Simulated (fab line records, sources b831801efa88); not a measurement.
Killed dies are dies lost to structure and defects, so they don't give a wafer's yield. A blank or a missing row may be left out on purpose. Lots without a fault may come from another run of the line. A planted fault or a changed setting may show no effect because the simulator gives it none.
Split-lot experiment | flow sfq_line | 5 lots, 23 wafers read, on a route of 325 steps

THE SPLIT
At SFQ_TRILAYER_I2_VIA_BARC_OPEN_VIA_ETCH_096 (etches BARC in O2, target depth 125 nm, time 41.7 s), the setting source_w was moved away from the recipe's 500 W on 10 of the 23 wafers read, by -10.6% to +9.5%. The other wafers ran this setting at the recipe's value.

The file shows no step between the split and the reading.

THE READING
KrF_of_TRILAYER_I2_VIA_LITHO_COAT_067.thk_nm (the simulator's own value, which no gauge read), in nm, at SFQ_TRILAYER_I2_VIA_ETCH_VIA_ETCH_070 (etches SiO2 in CHF3, stops on Nb, target depth 260 nm). The file gives no usual value for it. The 13 wafers here that ran the recipe average 516.6 nm, standard deviation 1.7 nm.

wafer  | tool, chamber at the split | source_w as run, W | against the recipe | KrF_of_TRILAYER_I2_VIA_LITHO_COAT_067.thk_nm, nm | against lot-mates on the recipe
L075.3 | rie_diel-01, 1             | 500                | recipe             | 519.6                                            | -
L075.4 | rie_diel-01, 2             | 500                | recipe             | 519.5                                            | -
L075.5 | rie_diel-01, 0             | 500                | recipe             | 519                                              | -
L079.1 | rie_diel-02, 3             | 447.1              | -10.6%             | 518.3                                            | +3.4
L079.2 | rie_diel-02, 2             | 447.1              | -10.6%             | 519.3                                            | +4.4
L079.4 | rie_diel-02, 0             | 500                | recipe             | 514.4                                            | -
L079.6 | rie_diel-02, 3             | 500                | recipe             | 514.4                                            | -
L079.5 | rie_diel-02, 2             | 500                | recipe             | 515.9                                            | -
L080.1 | rie_diel-02, 1             | 500                | recipe             | 515.8                                            | -
L080.2 | rie_diel-02, 0             | 500                | recipe             | 515.1                                            | -
L080.3 | rie_diel-02, 2             | 517.2              | +3.4%              | 513.7                                            | -1.8
L080.4 | rie_diel-02, 2             | 517.2              | +3.4%              | 515.3                                            | -0.2
L080.5 | rie_diel-02, 0             | 517.2              | +3.4%              | 514.9                                            | -0.6
L081.1 | rie_diel-01, 1             | 547.4              | +9.5%              | 511.7                                            | -4.9
L081.2 | rie_diel-01, 0             | 500                | recipe             | 517.3                                            | -
L081.3 | rie_diel-01, 2             | 500                | recipe             | 516.9                                            | -
L081.5 | rie_diel-01, 0             | 500                | recipe             | 515.5                                            | -
L081.6 | rie_diel-01, 1             | 547.4              | +9.5%              | 512.7                                            | -3.9
L083.2 | rie_diel-01, 2             | 500                | recipe             | 517                                              | -
L083.3 | rie_diel-01, 0             | 448.5              | -10.3%             | 519.1                                            | +2.6
L083.4 | rie_diel-01, 2             | 448.5              | -10.3%             | 520.6                                            | +4.1
L083.5 | rie_diel-01, 1             | 500                | recipe             | 515.9                                            | -
L083.6 | rie_diel-01, 0             | 448.5              | -10.3%             | 518.3                                            | +1.8

THE FIT
A straight line over all 23 wafers: KrF_of_TRILAYER_I2_VIA_LITHO_COAT_067.thk_nm changes by -0.322 nm for each +1% of source_w; r = -0.78; the points scatter about the line by 1.5 nm.
The same after taking each lot's own level away (the mean of its wafers on the recipe; 23 wafers): -0.351 nm for each +1%; r = -0.93; scatter 0.8 nm.
On that fit, the largest move of source_w shifts the reading by 3.7 nm.
The lots' own levels span 514.90 to 519.37 nm, that is 2.6 times the standard deviation above.
So the lot-to-lot level blurs the effect unless lot-mates are compared.
Check: with one of the wafers moved furthest among these (-10.6%) left out of the fit, the line predicts +3.63 nm for it against its lot-mates. It came out at +3.4 nm against them.

OTHER SPLITS ON THESE WAFERS
These wafers also went through other splits before the reading. Each is held against what the fit with the lots' levels taken away leaves over:
other split on the same wafers             | wafers away from the commonest value | r with KrF_of_TRILAYER_I2_VIA_LITHO_COAT_067.thk_nm (lot level and that fit taken away)
SFQ_TRILAYER_I2_CMP_CMP_064 down_force_psi | 12                                   | -0.19

THE WHOLE CHAIN: every reading that the file lists as answering this split, in the file's order
step                                       | what it does                                          | reading                                                                                       | change (the file's fit)               | r (the file's)
SFQ_TRILAYER_I2_VIA_BARC_OPEN_VIA_ETCH_096 | etches BARC in O2, target depth 125 nm, time 41.7 s   | KrF_of_TRILAYER_I2_VIA_LITHO_COAT_067.thk_nm (the simulator's own value, which no gauge read) | -0.399 nm for each +1% of the setting | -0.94
SFQ_TRILAYER_I2_VIA_ETCH_VIA_ETCH_070      | etches SiO2 in CHF3, stops on Nb, target depth 260 nm | KrF_of_TRILAYER_I2_VIA_LITHO_COAT_067.thk_nm (the simulator's own value, which no gauge read) | -0.359 nm for each +1% of the setting | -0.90

THE FILE'S OWN FIT
KrF_of_TRILAYER_I2_VIA_LITHO_COAT_067.thk_nm changes by -0.359 nm for each +1% of source_w, r = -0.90.
